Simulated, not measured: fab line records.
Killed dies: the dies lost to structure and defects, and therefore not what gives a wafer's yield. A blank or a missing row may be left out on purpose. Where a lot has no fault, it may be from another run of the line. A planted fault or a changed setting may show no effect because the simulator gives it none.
Chamber matching    flow gf180mcu    cmp-01 running GF_V3_CMP_26: 4 sister chambers
The step polishes, stops on SiO2, t overpolish 15 s, target thk 0 nm. 8 wafers are shown with their chamber, then 7 later ones without.

## WAFERS WITH THEIR CHAMBER
wafer   chamber  motor current A (A)  slurry flow ml min
L540.1  1        8.7                  150.3
L540.6  1        8.3                  151.2
L542.5  2        10.4                 150.6
L545.2  2        9.7                  149.3
L545.5  3        10.9                 149.3
L545.6  0        11.7                 149.5
L547.2  0        11.5                 150.1
L547.4  3        11.4                 149.0

## WAFERS WHOSE CHAMBER IS MISSING
wafer   motor current A (A)  slurry flow ml min
L547.6  11.1                 149.2
L555.4  9.0                  149.6
L555.5  11.4                 149.4
L555.6  11.1                 149.5
L558.2  9.4                  150.9
L558.3  11.3                 149.7
L558.4  8.7                  149.5

## THE CHAMBER EACH PASSED THROUGH
wafer   from the rows above      in truth
L547.6  can't be placed: 3 or 0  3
L555.4  can't be placed: 1 or 2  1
L555.5  can't be placed: 3 or 0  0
L555.6  can't be placed: 3 or 0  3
L558.2  can't be placed: 2 or 1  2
L558.3  can't be placed: 0 or 3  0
L558.4  can't be placed: 1 or 2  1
Correct placement for 0 of the 7. From these rows, 7 cannot be placed; in 7 the true chamber is one of the candidates. 0 placed wrongly.
How it was worked out, from the rows above alone: a wafer's distance from a chamber is the root of the sum, over the readings, of the square of ((its reading less the chamber's mean) divided by the reading's scatter). The wafer belongs to the nearest chamber; if the next one is less than 2 further off, it can't be placed. Each chamber's mean is taken over the wafers shown for it. The scatter: take each reading less its chamber's mean, square it, sum over the shown wafers, divide by the number of wafers less the number of chambers, and take the root.
